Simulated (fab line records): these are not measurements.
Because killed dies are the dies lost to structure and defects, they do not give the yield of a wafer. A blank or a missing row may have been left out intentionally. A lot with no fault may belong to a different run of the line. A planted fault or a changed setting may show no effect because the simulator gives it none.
fab line records	flow sky130
record lots=11	wafers=33	last-day=50
route steps=708 shown FIELD_ISO@1 DNWELL@37 PWDE@55 NWELL@68 PAD_OPEN@708
lots untouched by any fault: they come from a run of this same line in which no faults occurred
start-h: hours from the record's opening day to when the first of the lot's shown wafers began	wait-h: time in hours since the lot's previous step	" repeats the value in the row above	L1.1+2: one row covering several wafers at once	- either no value or no given start	* or withheld: withheld	< > ~ a bound
route shown NAME@n: a module of which the file shows steps, and the number in the route of the first	usual: the fault-free wafers' mean and standard deviation	same: alike in all rows	chamber/n: place in a boat	sites: per-site readings	_std_site: standard deviation across them	_edge_site: inner sites' mean taken away from outer sites' mean	radius-mm: for every site, how far away it sits from the centre of the wafer	mask NAME#n: copy n	behind: tool/chamber where the wafer was last shaped	hold: reason for holding the lot/hours on hold/outcome of the hold	device: the n, p or np transistor that did not switch	end of line: at the end of the route, the tests of the same wafers	a step with no rows: only its recipe	killed: count of dies lost to structure and defects at first sort (not the wafer's yield)	map: shows each die of a wafer: x if killed, . if not, _ if none is there
set.NAME: the run value of the setting; set.NAME@STEP: its run value at that earlier step	model.NAME: the simulator's own value behind a step, which no gauge read
steps of the route over a sample of lots; a table a step, a row a wafer
services: from which hour (start-h, from the record's first day; less than 0 if before it) a tool's chamber was out of use, for how many hours, and why
## steps
# step SKY_FIELD_ISO_BOW_MEAS_00
# recipe mode=bow
# usual INCOMING_BOW=0/6.4
lot.wafer	tool	chamber	start-h	wait-h	INCOMING_BOW[um]
L301.2	film-metro-04	-	10.02	-	-3
L301.4	"	-	"	"	-2
L301.5	"	-	"	"	3
L304.1	film-metro-03	-	25.00	-	1
L304.2	"	-	"	"	11
L304.5	"	-	"	"	-13
L312.2	film-metro-03	-	65.02	-	5
L312.3	"	-	"	"	6
L312.6	"	-	"	"	9
L313.1	film-metro-02	-	70.00	-	5
L313.3	"	-	"	"	1
L313.5	"	-	"	"	-1
L315.2	film-metro-03	-	80.02	-	4
L315.3	"	-	"	"	-6
L315.5	"	-	"	"	-2
L317.1	film-metro-03	-	90.00	-	6
L317.2	"	-	"	"	-6
L317.5	"	-	"	"	8
L319.3	film-metro-03	-	100.04	-	7
L319.4	"	-	"	"	1
L319.5	"	-	"	"	6
L320.1	film-metro-04	-	105.00	-	2
L320.4	"	-	"	"	-6
L320.5	"	-	"	"	-6
L321.3	film-metro-02	-	110.04	-	-1
L321.4	"	-	"	"	1
L321.6	"	-	"	"	5
L322.1	film-metro-04	-	115.00	-	6
L322.2	"	-	"	"	1
L322.3	"	-	"	"	-7
L324.2	film-metro-02	-	125.02	-	0
L324.5	"	-	"	"	-1
L324.6	"	-	"	"	10
# step SKY_DNWELL_COAT_02
# recipe spin-rpm=2000	resist-thk-nm=3000
# usual spin-speed-rpm=1999.9/1.3
lot.wafer	tool	chamber	start-h	wait-h	spin-speed-rpm
L301.2	litho-track-01	0	44.73	0.1	2000.6
L301.4	"	0	"	"	2002.3
L301.5	"	0	"	"	2002.0
L304.1	litho-track-03	0	58.51	0.1	2000.8
L304.2	"	0	"	"	2001.2
L304.5	"	0	"	"	2001.3
L312.2	litho-track-03	0	105.99	0.1	2000.1
L312.3	"	0	"	"	1998.3
L312.6	"	0	"	"	1999.8
L313.1	litho-track-03	0	110.61	0.1	2002.3
L313.3	"	0	"	"	1999.4
L313.5	"	0	"	"	2001.9
L315.2	litho-track-02	0	116.93	0.1	1999.9
L315.3	"	0	"	"	2001.4
L315.5	"	0	"	"	2000.1
L317.1	litho-track-02	0	126.40	0.1	1998.9
L317.2	"	0	"	"	1999.8
L317.5	"	0	"	"	1997.9
L319.3	litho-track-01	0	150.50	0.1	2000.5
L319.4	"	0	"	"	1998.3
L319.5	"	0	"	"	1999.4
L320.1	litho-track-02	0	153.25	0.1	1998.3
L320.4	"	0	"	"	1999.3
L320.5	"	0	"	"	2000.3
L321.3	litho-track-01	0	153.40	0.1	2000.1
L321.4	"	0	"	"	1997.7
L321.6	"	0	"	"	2000.2
L322.1	litho-track-01	0	157.85	0.1	1999.9
L322.2	"	0	"	"	1999.0
L322.3	"	0	"	"	2002.3
L324.2	litho-track-03	0	170.34	0.1	1999.3
L324.5	"	0	"	"	1997.2
L324.6	"	0	"	"	2000.8
# step SKY_DNWELL_STRIP_08
# recipe chemistry=O2/N2	power-w=1400	pressure-mtorr=1500	platen-temp-c=withheld	o2-flow-sccm=3000	n2-flow-sccm=300	overash-fraction=0.5
# usual chamber-pressure-mTorr=1500.1/1.3	drypump-motor-current-A=5.9/0.64	oes-product-au=0.722/0.0047	strip-time-to-endpoint-s=36.92/0.14
lot.wafer	tool	chamber	start-h	wait-h	chamber-pressure-mTorr	drypump-motor-current-A	oes-product-au	rf-hours-counter-h	strip-time-to-endpoint-s
L301.2	plasma-asher-04	1	53.41	0.1	1500.0	5.8	0.710	38	36.74
L301.4	"	0	"	"	1498.4	6.8	0.715	-	36.84
L301.5	"	1	"	"	1497.7	5.8	0.717	-	36.80
L304.1	plasma-asher-03	1	67.30	0.1	1499.9	6.0	0.718	39	37.08
L304.2	"	0	"	"	1501.8	6.1	0.715	39	37.01
L304.5	"	0	"	"	1500.5	6.1	0.721	-	36.99
L312.2	plasma-asher-04	0	114.95	0.1	1501.9	6.8	0.716	45	17.06
L312.3	"	0	"	"	1500.5	6.8	0.710	-	17.03
L312.6	"	0	"	"	1500.7	6.8	0.709	-	17.09
L313.1	plasma-asher-03	0	120.45	0.1	1499.7	6.1	0.721	44	17.02
L313.3	"	1	"	"	1498.4	6.0	0.725	-	16.94
L313.5	"	0	"	"	1498.9	6.1	0.710	-	17.01
L315.2	plasma-asher-04	0	126.66	0.1	1500.1	6.8	0.720	46	36.86
L315.3	"	1	"	"	1499.3	5.8	0.717	-	36.77
L315.5	"	1	"	"	1500.5	5.8	0.718	-	36.64
L317.1	plasma-asher-03	0	135.65	0.1	1498.8	6.1	0.722	46	36.99
L317.2	"	1	"	"	1500.0	6.0	0.719	46	36.95
L317.5	"	0	"	"	1501.4	6.1	0.721	-	36.80
L319.3	plasma-asher-03	1	161.20	0.1	1499.1	6.0	0.721	-	36.74
L319.4	"	0	"	"	1503.0	6.1	0.718	-	36.76
L319.5	"	0	"	"	1497.3	6.1	0.720	-	36.75
L320.1	plasma-asher-04	0	163.75	0.1	1499.1	6.8	0.724	50	37.01
L320.4	"	0	"	"	1500.4	6.8	0.726	-	36.82
L320.5	"	0	"	"	1500.9	6.8	0.723	-	36.95
L321.3	plasma-asher-01	0	164.44	0.1	1502.3	5.7	0.719	-	36.94
L321.4	"	1	"	"	1498.9	4.8	0.725	-	36.88
L321.6	"	1	"	"	1497.5	4.8	0.715	-	36.93
L322.1	plasma-asher-01	1	168.31	0.1	1499.5	4.8	0.720	5	36.76
L322.2	"	0	"	"	1500.0	5.7	0.725	5	36.64
L322.3	"	0	"	"	1497.6	5.8	0.711	-	36.73
L324.2	plasma-asher-04	1	181.56	0.1	1501.5	5.8	0.729	52	37.18
L324.5	"	0	"	"	1501.7	6.8	0.715	-	37.12
L324.6	"	1	"	"	1500.3	5.8	0.723	-	37.11
# step SKY_DNWELL_TW_MEAS_09
# usual DNWELL_TW=1114/6.1
lot.wafer	tool	chamber	start-h	wait-h	DNWELL_TW
L301.2	film-metro-02	-	53.52	0.1	1127
L301.4	"	-	"	"	1119
L301.5	"	-	"	"	1122
L304.1	film-metro-02	-	67.40	0.1	1127
L304.2	"	-	"	"	1123
L304.5	"	-	"	"	1118
L312.2	film-metro-02	-	115.06	0.1	1114
L312.3	"	-	"	"	1114
L312.6	"	-	"	"	1119
L313.1	film-metro-02	-	120.55	0.1	1106
L313.3	"	-	"	"	1111
L313.5	"	-	"	"	1110
L315.2	film-metro-01	-	126.77	0.1	1108
L315.3	"	-	"	"	1106
L315.5	"	-	"	"	1106
L317.1	film-metro-01	-	135.75	0.1	1113
L317.2	"	-	"	"	1115
L317.5	"	-	"	"	1119
L319.3	film-metro-01	-	161.28	0.1	1120
L319.4	"	-	"	"	1114
L319.5	"	-	"	"	1104
L320.1	film-metro-01	-	163.85	0.1	1110
L320.4	"	-	"	"	1115
L320.5	"	-	"	"	1113
L321.3	film-metro-02	-	164.52	0.1	1117
L321.4	"	-	"	"	1115
L321.6	"	-	"	"	1112
L322.1	film-metro-01	-	168.41	0.1	1116
L322.2	"	-	"	"	1119
L322.3	"	-	"	"	1117
L324.2	film-metro-01	-	181.67	0.1	1115
L324.5	"	-	"	"	1111
L324.6	"	-	"	"	1120
# step SKY_PWDE_TW_MEAS_10
# usual PWDE_TW=374.5/1.9
lot.wafer	tool	chamber	start-h	wait-h	PWDE_TW
L301.2	film-metro-02	-	69.46	0.1	372.1
L301.4	"	-	"	"	374.9
L301.5	"	-	"	"	373.3
L304.1	film-metro-02	-	83.05	0.1	375.6
L304.2	"	-	"	"	374.6
L304.5	"	-	"	"	377.2
L312.2	film-metro-01	-	134.01	0.1	1013.5
L312.3	"	-	"	"	1019.7
L312.6	"	-	"	"	1017.6
L313.1	film-metro-04	-	138.64	0.1	1005.7
L313.3	"	-	"	"	1008.0
L313.5	"	-	"	"	1012.2
L315.2	film-metro-04	-	145.25	0.1	376.3
L315.3	"	-	"	"	376.9
L315.5	"	-	"	"	375.9
L317.1	film-metro-04	-	155.19	0.1	377.4
L317.2	"	-	"	"	378.5
L317.5	"	-	"	"	377.6
L319.3	film-metro-01	-	181.91	0.1	372.1
L319.4	"	-	"	"	377.6
L319.5	"	-	"	"	377.4
L320.1	film-metro-04	-	184.54	0.1	374.1
L320.4	"	-	"	"	374.4
L320.5	"	-	"	"	375.2
L321.3	film-metro-01	-	185.11	0.1	373.7
L321.4	"	-	"	"	375.0
L321.6	"	-	"	"	374.9
L322.1	film-metro-01	-	189.64	0.1	374.5
L322.2	"	-	"	"	375.5
L322.3	"	-	"	"	375.3
L324.2	film-metro-02	-	203.30	0.1	377.5
L324.5	"	-	"	"	376.7
L324.6	"	-	"	"	377.4
# step SKY_NWELL_TW_MEAS_15
# usual NWELL_TW=1822/8.9
lot.wafer	tool	chamber	start-h	wait-h	NWELL_TW
L301.2	film-metro-02	-	85.46	0.1	1825
L301.4	"	-	"	"	1823
L301.5	"	-	"	"	1816
L304.1	film-metro-02	-	101.49	0.1	1822
L304.2	"	-	"	"	1816
L304.5	"	-	"	"	1821
L312.2	film-metro-02	-	152.86	0.1	1918
L312.3	"	-	"	"	1915
L312.6	"	-	"	"	1910
L313.1	film-metro-04	-	158.19	0.1	1923
L313.3	"	-	"	"	1918
L313.5	"	-	"	"	1919
L315.2	film-metro-02	-	165.91	0.1	1826
L315.3	"	-	"	"	1819
L315.5	"	-	"	"	1821
L317.1	film-metro-02	-	175.99	0.1	1808
L317.2	"	-	"	"	1815
L317.5	"	-	"	"	1811
L319.3	film-metro-02	-	204.11	0.1	1836
L319.4	"	-	"	"	1845
L319.5	"	-	"	"	1845
L320.1	film-metro-04	-	207.25	0.1	1831
L320.4	"	-	"	"	1832
L320.5	"	-	"	"	1809
L321.3	film-metro-01	-	207.46	0.1	1812
L321.4	"	-	"	"	1814
L321.6	"	-	"	"	1806
L322.1	film-metro-04	-	212.25	0.1	1830
L322.2	"	-	"	"	1834
L322.3	"	-	"	"	1833
L324.2	film-metro-01	-	225.96	0.1	1818
L324.5	"	-	"	"	1821
L324.6	"	-	"	"	1823
# step SKY_NWELL_OVL_MEAS_23
# usual NWELL_01_OVL=-0.3/1.3
lot.wafer	tool	chamber	start-h	wait-h	NWELL_01_OVL[nm]
L301.2	overlay-02	-	102.12	-	-0.1
L301.4	"	-	"	"	0.5
L301.5	"	-	"	"	-0.1
L304.1	overlay-01	-	119.41	-	-2.9
L304.2	"	-	"	"	-1.6
L304.5	"	-	"	"	-0.9
L312.2	overlay-02	-	172.56	-	-0.5
L312.3	"	-	"	"	-1.3
L312.6	"	-	"	"	-0.3
L313.1	overlay-01	-	177.50	-	0.6
L313.3	"	-	"	"	-1.0
L313.5	"	-	"	"	-0.9
L315.2	overlay-02	-	186.37	-	-0.9
L315.3	"	-	"	"	-1.7
L315.5	"	-	"	"	-1.5
L317.1	overlay-01	-	197.31	-	-0.9
L317.2	"	-	"	"	-0.3
L317.5	"	-	"	"	-1.4
L319.3	overlay-02	-	226.32	-	-1.9
L319.4	"	-	"	"	-2.7
L319.5	"	-	"	"	-1.6
L320.1	overlay-01	-	230.71	-	-1.3
L320.4	"	-	"	"	0.3
L320.5	"	-	"	"	-1.0
L321.3	overlay-02	-	231.07	-	0.5
L321.4	"	-	"	"	0.3
L321.6	"	-	"	"	0.2
L322.1	overlay-02	-	234.35	-	0.9
L322.2	"	-	"	"	1.7
L322.3	"	-	"	"	1.0
L324.2	overlay-02	-	248.86	-	0.4
L324.5	"	-	"	"	0.6
L324.6	"	-	"	"	0.3
# step SKY_NWELL_TW_MEAS_26
# usual NWELL_2_TW=497.4/2.6
lot.wafer	tool	chamber	start-h	wait-h	NWELL_2_TW
L301.2	film-metro-04	-	102.41	0.1	496.4
L301.4	"	-	"	"	495.8
L301.5	"	-	"	"	497.0
L304.1	film-metro-02	-	119.70	0.1	493.7
L304.2	"	-	"	"	492.4
L304.5	"	-	"	"	492.8
L312.2	film-metro-02	-	172.85	0.1	1034.9
L312.3	"	-	"	"	1042.7
L312.6	"	-	"	"	1038.0
L313.1	film-metro-01	-	177.79	0.1	1030.2
L313.3	"	-	"	"	1034.7
L313.5	"	-	"	"	1035.0
L315.2	film-metro-01	-	186.66	0.1	500.9
L315.3	"	-	"	"	499.6
L315.5	"	-	"	"	497.1
L317.1	film-metro-04	-	197.60	0.1	495.8
L317.2	"	-	"	"	497.4
L317.5	"	-	"	"	498.2
L319.3	film-metro-01	-	226.62	0.1	493.5
L319.4	"	-	"	"	497.2
L319.5	"	-	"	"	494.8
L320.1	film-metro-04	-	231.00	0.1	498.4
L320.4	"	-	"	"	499.5
L320.5	"	-	"	"	496.5
L321.3	film-metro-02	-	231.52	0.1	496.1
L321.4	"	-	"	"	496.7
L321.6	"	-	"	"	497.5
L322.1	film-metro-04	-	234.64	0.1	498.2
L322.2	"	-	"	"	497.5
L322.3	"	-	"	"	500.7
L324.2	film-metro-02	-	249.15	0.1	499.6
L324.5	"	-	"	"	500.6
L324.6	"	-	"	"	501.8
# step SKY_PAD_OPEN_PROBE_99
# usual killed_at_M0_to_M3=43/6.7	killed_at_M4_up=3.2/1.8	killed-at-contacts=25/5.2	killed-at-front-end=15/4.4	killed-at-other=0.2/0.4	killed-dies=87/9.3	killed-open=48/7.1	killed-short=39/6
# same gross-dies=492	killed-at-back-side=0
lot.wafer	tool	chamber	start-h	wait-h	killed_at_M0_to_M3	killed_at_M4_up	killed-at-contacts	killed-at-front-end	killed-at-other	killed-dies	killed-open	killed-short
L301.2	prober-01	-	1078.30	0.1	46	1	33	12	1	93	54	39
L301.4	prober-01	-	1078.40	0.2	48	2	35	19	0	104	54	50
L301.5	prober-01	-	1078.45	0.2	57	0	25	22	0	104	58	46
L304.1	prober-02	-	1086.82	0.1	46	3	29	12	2	92	60	32
L304.2	prober-02	-	1086.87	0.1	48	6	23	18	0	95	51	44
L304.5	prober-02	-	1087.02	0.2	52	5	28	15	0	100	61	39
L312.2	prober-01	-	1152.47	0.1	34	2	34	10	0	80	42	38
L312.3	prober-01	-	1152.52	0.2	44	4	23	7	0	78	42	36
L312.6	prober-01	-	1152.67	0.2	41	5	28	11	0	85	45	40
L313.1	prober-02	-	1155.36	0.1	31	1	20	14	0	66	38	28
L313.3	prober-02	-	1155.46	0.2	40	4	30	14	0	88	49	39
L313.5	prober-02	-	1155.56	0.2	48	3	28	11	0	90	50	40
L315.2	prober-01	-	1159.98	0.1	48	2	28	13	0	91	57	34
L315.3	prober-01	-	1160.03	0.2	37	0	26	20	0	83	50	33
L315.5	prober-01	-	1160.13	0.2	40	6	23	7	0	76	39	37
L317.1	prober-01	-	1165.50	0.1	41	3	20	16	0	80	42	38
L317.2	prober-01	-	1165.55	0.1	54	2	18	20	0	94	47	47
L317.5	prober-01	-	1165.70	0.2	39	3	26	24	0	92	52	40
L319.3	prober-01	-	1185.40	0.2	42	1	33	18	0	94	54	40
L319.4	prober-01	-	1185.45	0.2	42	5	24	15	0	86	54	32
L319.5	prober-01	-	1185.50	0.2	30	5	25	15	1	76	45	31
L320.1	prober-02	-	1188.05	0.1	41	4	22	17	0	84	45	39
L320.4	prober-02	-	1188.20	0.2	38	1	25	11	0	75	45	30
L320.5	prober-02	-	1188.25	0.2	42	4	21	10	0	77	39	38
L321.3	prober-01	-	1188.82	0.2	41	1	29	7	0	78	46	32
L321.4	prober-01	-	1188.87	0.2	45	1	31	13	1	91	48	43
L321.6	prober-01	-	1188.97	0.2	44	1	25	21	0	91	58	33
L322.1	prober-02	-	1194.62	0.1	56	1	30	19	0	106	58	48
L322.2	prober-02	-	1194.67	0.1	44	4	28	21	0	97	62	35
L322.3	prober-02	-	1194.72	0.2	49	5	27	9	0	90	63	27
L324.2	prober-02	-	1201.47	0.1	56	1	28	13	0	98	59	39
L324.5	prober-02	-	1201.62	0.2	44	3	24	15	0	86	46	40
L324.6	prober-02	-	1201.67	0.2	41	1	29	18	0	89	52	37
# killed by level:class
L301.2 CONTACT:geometric-particle:open=12 VIA1:geometric-particle:open=11 VIA2:geometric-particle:open=8 VIA3:geometric-particle:open=6 LOCAL_INTERCONNECT:geometric-particle:short=6 LI_CONTACT:geometric-particle:short=4 LI_CONTACT:geometric-particle:open=4 CONTACT:geometric-particle:short=4
L301.4 CONTACT:geometric-particle:open=16 VIA1:geometric-particle:open=10 FIELD_ISO:geometric-particle:short=7 METAL3:geometric-particle:short=7 LI_CONTACT:geometric-particle:short=6 LI_CONTACT:geometric-particle:open=6 METAL2:geometric-particle:short=6 METAL1:geometric-particle:short=5
L301.5 VIA1:geometric-particle:open=14 CONTACT:geometric-particle:open=10 VIA3:geometric-particle:open=9 METAL2:geometric-particle:short=8 VIA2:geometric-particle:open=7 VIA2:geometric-particle:short=7 FIELD_ISO:geometric-particle:open=5 POLY_GATE:geometric-particle:short=5
L304.1 VIA1:geometric-particle:open=16 CONTACT:geometric-particle:open=16 METAL2:geometric-particle:short=8 LI_CONTACT:geometric-particle:open=7 VIA3:geometric-particle:open=5 VIA2:geometric-particle:short=4 FIELD_ISO:geometric-particle:short=3 FIELD_ISO:geometric-particle:open=3
L304.2 VIA1:geometric-particle:open=14 LI_CONTACT:geometric-particle:open=8 CONTACT:geometric-particle:short=7 FIELD_ISO:geometric-particle:open=6 METAL1:geometric-particle:short=6 METAL2:geometric-particle:short=5 VIA3:geometric-particle:short=5 METAL4:geometric-particle:short=5
L304.5 VIA1:geometric-particle:open=13 LI_CONTACT:geometric-particle:open=10 METAL1:geometric-particle:short=10 VIA2:geometric-particle:open=9 CONTACT:geometric-particle:open=8 VIA3:geometric-particle:open=5 FIELD_ISO:geometric-particle:open=4 LI_CONTACT:geometric-particle:short=4
L312.2 LI_CONTACT:geometric-particle:open=11 CONTACT:geometric-particle:open=8 VIA2:geometric-particle:open=8 VIA3:geometric-particle:open=6 LI_CONTACT:geometric-particle:short=5 LOCAL_INTERCONNECT:geometric-particle:short=5 CONTACT:geometric-particle:short=5 METAL1:geometric-particle:short=5
L312.3 VIA1:geometric-particle:open=14 METAL1:geometric-particle:short=8 LI_CONTACT:geometric-particle:open=7 VIA2:geometric-particle:open=7 CONTACT:geometric-particle:open=5 CONTACT:geometric-particle:short=5 METAL3:geometric-particle:short=4 LI_CONTACT:geometric-particle:short=4
L312.6 LI_CONTACT:geometric-particle:open=11 VIA1:geometric-particle:open=7 VIA2:geometric-particle:open=7 VIA3:geometric-particle:open=7 CONTACT:geometric-particle:short=6 POLY_GATE:geometric-particle:open=5 CONTACT:geometric-particle:open=5 METAL1:geometric-particle:short=5
L313.1 CONTACT:geometric-particle:open=9 VIA1:geometric-particle:open=7 METAL2:geometric-particle:short=7 POLY_GATE:geometric-particle:open=6 LOCAL_INTERCONNECT:geometric-particle:short=5 VIA3:geometric-particle:open=5 VIA1:geometric-particle:short=4 FIELD_ISO:geometric-particle:open=3
L313.3 CONTACT:geometric-particle:open=11 VIA1:geometric-particle:open=11 LI_CONTACT:geometric-particle:open=8 VIA1:geometric-particle:short=5 METAL2:geometric-particle:short=5 FIELD_ISO:geometric-particle:open=4 METAL1:geometric-particle:short=4 LI_CONTACT:geometric-particle:short=4
L313.5 VIA1:geometric-particle:open=19 CONTACT:geometric-particle:open=10 LI_CONTACT:geometric-particle:open=7 CONTACT:geometric-particle:short=7 VIA1:geometric-particle:short=6 VIA2:geometric-particle:short=5 VIA3:geometric-particle:open=5 METAL2:geometric-particle:short=4
L315.2 CONTACT:geometric-particle:open=14 METAL1:geometric-particle:short=8 VIA1:geometric-particle:open=8 VIA2:geometric-particle:open=8 VIA3:geometric-particle:open=7 LI_CONTACT:geometric-particle:open=6 POLY_GATE:geometric-particle:open=4 METAL2:geometric-particle:short=4
L315.3 LI_CONTACT:geometric-particle:open=11 FIELD_ISO:geometric-particle:short=10 VIA1:geometric-particle:open=10 VIA2:geometric-particle:open=7 CONTACT:geometric-particle:open=6 FIELD_ISO:geometric-particle:open=5 VIA3:geometric-particle:open=5 METAL1:geometric-particle:open=4
L315.5 VIA1:geometric-particle:open=10 CONTACT:geometric-particle:open=10 METAL2:geometric-particle:short=8 VIA3:geometric-particle:open=7 LI_CONTACT:geometric-particle:open=5 METAL1:geometric-particle:short=5 METAL4:geometric-particle:short=4 CONTACT:geometric-particle:short=4
L317.1 VIA1:geometric-particle:open=13 LOCAL_INTERCONNECT:geometric-particle:short=5 CONTACT:geometric-particle:open=5 VIA2:geometric-particle:open=5 VIA1:geometric-particle:short=4 CONTACT:geometric-particle:short=4 METAL3:geometric-particle:short=4 FIELD_ISO:geometric-particle:open=3
L317.2 VIA1:geometric-particle:open=13 METAL1:geometric-particle:short=9 VIA2:geometric-particle:open=8 VIA3:geometric-particle:open=7 POLY_GATE:geometric-particle:open=5 CONTACT:geometric-particle:open=5 CONTACT:geometric-particle:short=5 VIA1:geometric-particle:short=5
L317.5 VIA1:geometric-particle:open=13 CONTACT:geometric-particle:open=11 FIELD_ISO:geometric-particle:open=7 LI_CONTACT:geometric-particle:open=7 LOCAL_INTERCONNECT:geometric-particle:short=5 VIA1:geometric-particle:short=5 FIELD_ISO:geometric-particle:short=4 POLY_GATE:geometric-particle:open=4
L319.3 CONTACT:geometric-particle:open=13 CONTACT:geometric-particle:short=9 VIA1:geometric-particle:open=9 FIELD_ISO:geometric-particle:open=7 VIA2:geometric-particle:open=6 LI_CONTACT:geometric-particle:short=5 VIA3:geometric-particle:open=5 METAL3:geometric-particle:short=4
L319.4 CONTACT:geometric-particle:open=11 VIA1:geometric-particle:open=9 VIA2:geometric-particle:open=9 VIA3:geometric-particle:open=8 LI_CONTACT:geometric-particle:open=6 FIELD_ISO:geometric-particle:short=5 METAL3:geometric-particle:short=4 METAL2:geometric-particle:short=4
L319.5 CONTACT:geometric-particle:open=12 LI_CONTACT:geometric-particle:open=6 METAL3:geometric-particle:short=5 VIA1:geometric-particle:open=5 FIELD_ISO:geometric-particle:short=4 METAL2:geometric-particle:short=4 VIA2:geometric-particle:open=4 VIA3:geometric-particle:open=4
L320.1 METAL2:geometric-particle:short=8 FIELD_ISO:geometric-particle:open=7 CONTACT:geometric-particle:open=7 METAL1:geometric-particle:short=6 VIA1:geometric-particle:open=6 VIA2:geometric-particle:open=6 LI_CONTACT:geometric-particle:open=5 VIA3:geometric-particle:open=5
L320.4 CONTACT:geometric-particle:open=10 VIA1:geometric-particle:open=10 LI_CONTACT:geometric-particle:open=6 METAL1:geometric-particle:short=6 VIA2:geometric-particle:open=6 VIA1:geometric-particle:short=5 VIA3:geometric-particle:open=5 LI_CONTACT:geometric-particle:short=3
L320.5 LI_CONTACT:geometric-particle:open=7 CONTACT:geometric-particle:open=7 VIA1:geometric-particle:short=7 VIA1:geometric-particle:open=6 VIA3:geometric-particle:open=6 METAL1:geometric-particle:short=5 METAL2:geometric-particle:short=5 VIA2:geometric-particle:open=5
L321.3 CONTACT:geometric-particle:open=10 VIA1:geometric-particle:open=10 VIA3:geometric-particle:open=9 CONTACT:geometric-particle:short=9 LI_CONTACT:geometric-particle:open=8 METAL1:geometric-particle:short=6 FIELD_ISO:geometric-particle:short=5 VIA2:geometric-particle:open=5
L321.4 CONTACT:geometric-particle:open=13 METAL1:geometric-particle:short=8 VIA2:geometric-particle:open=7 FIELD_ISO:geometric-particle:open=6 LI_CONTACT:geometric-particle:open=6 VIA1:geometric-particle:open=6 METAL3:geometric-particle:short=6 LOCAL_INTERCONNECT:geometric-particle:short=5
L321.6 CONTACT:geometric-particle:open=12 VIA1:geometric-particle:open=12 POLY_GATE:geometric-particle:open=6 VIA3:geometric-particle:open=6 LI_CONTACT:geometric-particle:open=5 VIA2:geometric-particle:open=5 FIELD_ISO:geometric-particle:open=4 CONTACT:geometric-particle:short=4
L322.1 VIA1:geometric-particle:open=13 CONTACT:geometric-particle:open=12 LI_CONTACT:geometric-particle:open=8 METAL2:geometric-particle:short=8 VIA3:geometric-particle:open=8 FIELD_ISO:geometric-particle:open=7 CONTACT:geometric-particle:short=7 METAL1:geometric-particle:short=6
L322.2 LI_CONTACT:geometric-particle:open=10 VIA2:geometric-particle:open=10 CONTACT:geometric-particle:open=9 VIA1:geometric-particle:open=9 METAL1:geometric-particle:short=7 FIELD_ISO:geometric-particle:short=5 FIELD_ISO:geometric-particle:open=5 POLY_GATE:geometric-particle:open=4
L322.3 VIA1:geometric-particle:open=21 CONTACT:geometric-particle:open=15 LI_CONTACT:geometric-particle:open=6 VIA3:geometric-particle:open=6 METAL3:geometric-particle:short=4 VIA2:geometric-particle:open=4 POLY_GATE:geometric-particle:open=3 SPACER:geometric-particle:open=3
L324.2 VIA1:geometric-particle:open=15 LI_CONTACT:geometric-particle:open=9 CONTACT:geometric-particle:open=9 METAL2:geometric-particle:short=9 VIA2:geometric-particle:open=8 METAL1:geometric-particle:short=6 LI_CONTACT:geometric-particle:short=5 VIA1:geometric-particle:short=5
L324.5 VIA2:geometric-particle:open=9 METAL1:geometric-particle:short=7 FIELD_ISO:geometric-particle:short=6 LI_CONTACT:geometric-particle:open=6 VIA1:geometric-particle:open=6 CONTACT:geometric-particle:open=5 LOCAL_INTERCONNECT:geometric-particle:short=5 VIA3:geometric-particle:open=5
L324.6 CONTACT:geometric-particle:open=14 METAL1:geometric-particle:short=10 VIA2:geometric-particle:open=7 METAL2:geometric-particle:short=6 POLY_GATE:geometric-particle:open=6 VIA1:geometric-particle:open=6 LOCAL_INTERCONNECT:geometric-particle:short=4 LI_CONTACT:geometric-particle:short=4
## services
tool	chamber	start-h	hours	kind
plasma-asher-04	-	37.62	2.6	repair
plasma-asher-01	-	44.27	17.3	repair
plasma-asher-03	-	105.98	2.8	pm
plasma-asher-01	-	108.75	9.0	pm
plasma-asher-01	0	108.75	9.0	vent-cycle
plasma-asher-01	1	108.75	9.0	vent-cycle
plasma-asher-01	0	117.75	-	clean
plasma-asher-01	1	117.75	-	clean
## key
first-sign step=SKY_DNWELL_STRIP_08	reading=strip-time-to-endpoint-s	direction=down	sigmas=99+	usual=*	struck=*
effect step=SKY_PWDE_TW_MEAS_10	reading=PWDE_TW	direction=up	sigmas=99+	usual=374.5	struck=1012.8
effect step=SKY_NWELL_TW_MEAS_15	reading=NWELL_TW	direction=up	sigmas=11	usual=1822	struck=1917
effect step=SKY_NWELL_TW_MEAS_26	reading=NWELL_2_TW	direction=up	sigmas=99+	usual=497.4	struck=1035.9
met-at SKY_DNWELL_COAT_02
struck-lots L312,L313
tester-left-out L312,L313
not-acting-at SKY_FIELD_ISO_BOW_MEAS_00,SKY_DNWELL_TW_MEAS_09,SKY_NWELL_OVL_MEAS_23
onset-between 58.51 105.99
fault kind=process-parameter-drift	tool=litho-track-03	chamber=-	onset-h=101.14	steps=SKY_DNWELL_COAT_02	channel=resist-thk-nm	offset=-1707.6	shape=step	end-h=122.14	acts-in=these-recipes-only	stated=3000
# tester-left-out: of these lots the tester's yield and bins aren't shown, on N5 and GAA mostly nor the transistor test; their killed dies are dies lost to structure and defects alone, not to doping, threshold or leakage, so they don't give the yield
